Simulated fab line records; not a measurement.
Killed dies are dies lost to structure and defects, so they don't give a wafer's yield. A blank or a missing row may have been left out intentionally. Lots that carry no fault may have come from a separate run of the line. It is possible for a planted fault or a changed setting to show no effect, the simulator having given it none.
What tool caused it?    flow gf180mcu    7 lots, 21 wafers sampled, at 1 step of a route of 602

== WHAT THE GAUGES SHOWED, per wafer ==
GF_V2_CD_MEAS_14: target cd 260 nm.
lot   measured      on         cd nm (nm)
L871  day 21 05:52  cd sem-02  259.4 258.3 258.6
L874  day 22 00:58  cd sem-02  259.2 259.8 260.2
L877  day 23 11:44  cd sem-02  260.4 260.6 260.6
L879  day 23 23:14  cd sem-02  258.9 260.2 258.4
L883  day 25 02:44  cd sem-02  259.2 259.4 260.9
L886  day 26 00:00  cd sem-01  259.9 260.5 260.2
L892  day 27 13:59  cd sem-01  259.2 259.1 258.9

== WHAT TOOL EACH LOT RAN ON (gives the tool, then ch and the chambers of the sampled wafers, and finally the start) ==
The record shows no process step preceding these readings.

== THE ANSWER, worked out from the rows above alone ==
Rule: the lots themselves supply what counts as usual. The widest of any qualifying gaps counts: lots, ordered by their means at a reading, are off when they make up no more than a third of the lots, leave a main group of 4 or more, and stand apart from it by 3 or more times the standard deviation of that group's means. A main group is skipped when, at the precision printed for the reading in the tables above, its means are all equal. A lot without any number at a reading at which 4 lots or more have one is off too. Where the step has rows for the other lots, those lots are counted as sound.
Across all readings shown, no lot is off: no conclusion can be drawn from this.

== WHAT THE SIMULATOR HAD INSERTED ==
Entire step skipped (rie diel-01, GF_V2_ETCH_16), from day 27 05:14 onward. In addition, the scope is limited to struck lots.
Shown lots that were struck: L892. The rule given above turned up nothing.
